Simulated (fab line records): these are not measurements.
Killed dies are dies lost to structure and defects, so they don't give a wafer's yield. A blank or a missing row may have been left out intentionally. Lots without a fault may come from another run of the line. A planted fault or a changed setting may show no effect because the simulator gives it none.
Which tool is to blame? + flow gf180mcu + 39 wafers from 13 lots sampled at 3 of the route's 602 steps

== WHAT THE GAUGES READ, wafer by wafer ==
GF_V2_THK_MEAS_25: measures by xrf. Usual: V2_W_THK typically reads 353 nm, with standard deviation 4.6.
| lot  | measured     | on            | V2_W_THK (nm) | flag |
|------|--------------|---------------|---------------|------|
| L468 | day 20 12:20 | film metro-01 | 349 351 348   |      |
| L469 | day 21 00:25 | film metro-04 | 355 356 355   |      |
| L477 | day 24 12:53 | film metro-04 | 353 357 356   |      |
| L479 | day 24 21:31 | film metro-02 | 358 358 358   |      |
| L482 | day 25 22:03 | film metro-01 | 348 349 347   |      |
| L483 | day 26 03:01 | film metro-02 | 354 360 358   |      |
| L484 | day 26 14:12 | film metro-01 | 359 361 354   |      |
| L485 | day 26 20:56 | film metro-04 | 356 354 347   |      |
| L486 | day 26 22:22 | film metro-02 | 348 351 351   |      |
| L487 | day 27 05:55 | film metro-04 | 357 353 359   |      |
| L488 | day 27 13:52 | film metro-01 | 353 356 354   |      |
| L489 | day 27 22:11 | film metro-02 | 355 357 358   |      |
| L490 | day 28 05:10 | film metro-02 | 357 355 352   |      |

== WHAT TOOL EACH LOT RAN ON (gives the tool, then ch and the chambers of the sampled wafers, and finally the start) ==
| lot  | GF_V1_SOFTBAKE_10                 | GF_V2_SPUTTER_21             |
|------|-----------------------------------|------------------------------|
| L468 | litho track-04 ch 0, day 17 19:00 | pvd sputter-03, day 20 12:00 |
| L469 | litho track-03 ch 0, day 18 06:00 | pvd sputter-04, day 21 00:05 |
| L477 | litho track-04 ch 0, day 21 22:00 | pvd sputter-03, day 24 12:32 |
| L479 | litho track-04 ch 0, day 22 08:00 | pvd sputter-03, day 24 21:10 |
| L482 | litho track-03 ch 0, day 23 10:00 | pvd sputter-01, day 25 21:43 |
| L483 | litho track-01 ch 0, day 23 16:00 | pvd sputter-03, day 26 02:41 |
| L484 | litho track-03 ch 0, day 24 05:00 | pvd sputter-03, day 26 13:52 |
| L485 | litho track-01 ch 0, day 24 11:00 | pvd sputter-03, day 26 20:36 |
| L486 | litho track-03 ch 0, day 24 13:00 | pvd sputter-01, day 26 22:01 |
| L487 | litho track-01 ch 0, day 24 21:00 | pvd sputter-03, day 27 05:34 |
| L488 | litho track-01 ch 0, day 25 06:00 | pvd sputter-03, day 27 13:31 |
| L489 | litho track-03 ch 0, day 25 13:00 | pvd sputter-04, day 27 21:50 |
| L490 | litho track-03 ch 0, day 25 21:00 | pvd sputter-01, day 28 04:50 |
- GF_V1_SOFTBAKE_10: time 60 s.
- GF_V2_SPUTTER_21: material Ti, target thk 15 nm, time 80.02 s.

== AS READ BY THE TOOLS THEMSELVES (means over the sampled wafers that have a number; for cases with no such wafer, the mark the record gives instead) ==
GF_V1_SOFTBAKE_10. Usual: chill plate temp C 23.01 C, standard deviation 0.099; exhaust pa 44.8 Pa, standard deviation 0.95; heater power total W 93.05 W, standard deviation 0.062; plate temp C 129.98 C, standard deviation 0.12; run length s 89.09 s, standard deviation 0.2.
| lot  | tool           | chill plate temp C (C) | exhaust pa (Pa) | heater power total W (W) | plate temp C (C) | run length s (s) | flag |
|------|----------------|------------------------|-----------------|--------------------------|------------------|------------------|------|
| L468 | litho track-04 | 23.03                  | 45.7            | 93.04                    | 130.18           | 89.25            |      |
| L469 | litho track-03 | 23.08                  | 43.8            | 93.02                    | 129.92           | 88.85            |      |
| L477 | litho track-04 | 22.82                  | 44.3            | 96.30                    | -                | 83.05            | OFF  |
| L479 | litho track-04 | 23.04                  | 45.4            | 96.32                    | -                | 83.02            | OFF  |
| L482 | litho track-03 | 22.82                  | 45.0            | 93.01                    | 130.08           | 88.90            |      |
| L483 | litho track-01 | 23.23                  | 45.2            | 93.05                    | 129.90           | 89.22            |      |
| L484 | litho track-03 | 22.96                  | 45.3            | 93.06                    | 129.95           | 88.83            |      |
| L485 | litho track-01 | 23.03                  | 45.4            | 93.06                    | 130.03           | 89.16            |      |
| L486 | litho track-03 | 22.90                  | 44.2            | 93.08                    | 129.85           | 88.96            |      |
| L487 | litho track-01 | 23.01                  | 43.9            | 93.01                    | 129.99           | 89.17            |      |
| L488 | litho track-01 | 23.11                  | 46.6            | 93.08                    | 129.96           | 89.27            |      |
| L489 | litho track-03 | 22.97                  | 44.7            | 93.05                    | 129.80           | 88.93            |      |
| L490 | litho track-03 | 23.01                  | 44.1            | 93.06                    | 129.98           | 88.81            |      |

GF_V2_SPUTTER_21. Usual: substrate temp c 200.01 C, standard deviation 0.16; throttle valve pct 29.9 %, standard deviation 1.
| lot  | tool           | substrate temp c (C) | throttle valve pct (%) | flag |
|------|----------------|----------------------|------------------------|------|
| L468 | pvd sputter-03 | 200.04               | 30.0                   |      |
| L469 | pvd sputter-04 | 199.94               | 29.3                   |      |
| L477 | pvd sputter-03 | 199.95               | 31.1                   |      |
| L479 | pvd sputter-03 | 199.93               | 29.7                   |      |
| L482 | pvd sputter-01 | 200.01               | 30.3                   |      |
| L483 | pvd sputter-03 | 199.92               | 30.2                   |      |
| L484 | pvd sputter-03 | 199.90               | 30.0                   |      |
| L485 | pvd sputter-03 | 200.05               | 30.1                   |      |
| L486 | pvd sputter-01 | 200.00               | 30.4                   |      |
| L487 | pvd sputter-03 | 199.99               | 30.3                   |      |
| L488 | pvd sputter-03 | 200.14               | 30.0                   |      |
| L489 | pvd sputter-04 | 200.07               | 28.9                   |      |
| L490 | pvd sputter-01 | 199.96               | 29.3                   |      |

== THE ANSWER, worked out from the rows above alone ==
Rule: a lot is off if the mean of its wafers that have a number lies more than 3 standard deviations from the usual mean. Also off: a lot with no number at a reading for which 4 or more lots have one. The other lots that the step has rows for count as sound. The gauges are gone through in route order, then the tools' own readings, and for those a lot's mean is taken as printed above. The first step at which some lot is off is used, and at that step the reading that is off furthest; a lot without a number counts as furthest.
Off: L477, L479, at GF_V1_SOFTBAKE_10 (plate temp C). Without a number there: L477, L479.
If a tool, at that step or one of the process steps before it, ran each lot that is off and ran no sound lot following the first of them, it fits. One fits: litho track-04 at GF_V1_SOFTBAKE_10. Its last sound lot is L468 (day 17 19:00), its first lot that is off L477 (day 21 22:00): a fault that began between those two fits.
The tool's own readings at GF_V1_SOFTBAKE_10 bear it out: on the lots that are off they differ by more than 5 times the standard deviation of the sound lots' means. heater power total W reads 96.31 W there against 93.05 W on the sound lots; run length s reads 83.03 s there against 89.03 s on the sound lots.
Blank at GF_V1_SOFTBAKE_10 on the lots that are off, where sound lots have numbers: plate temp C.

== WHAT THE SIMULATOR HAD INSERTED ==
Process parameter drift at GF_V1_SOFTBAKE_10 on litho track-04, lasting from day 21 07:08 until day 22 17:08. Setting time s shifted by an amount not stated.
Shown lots that were struck: L477, L479. Same finding as the rule above.
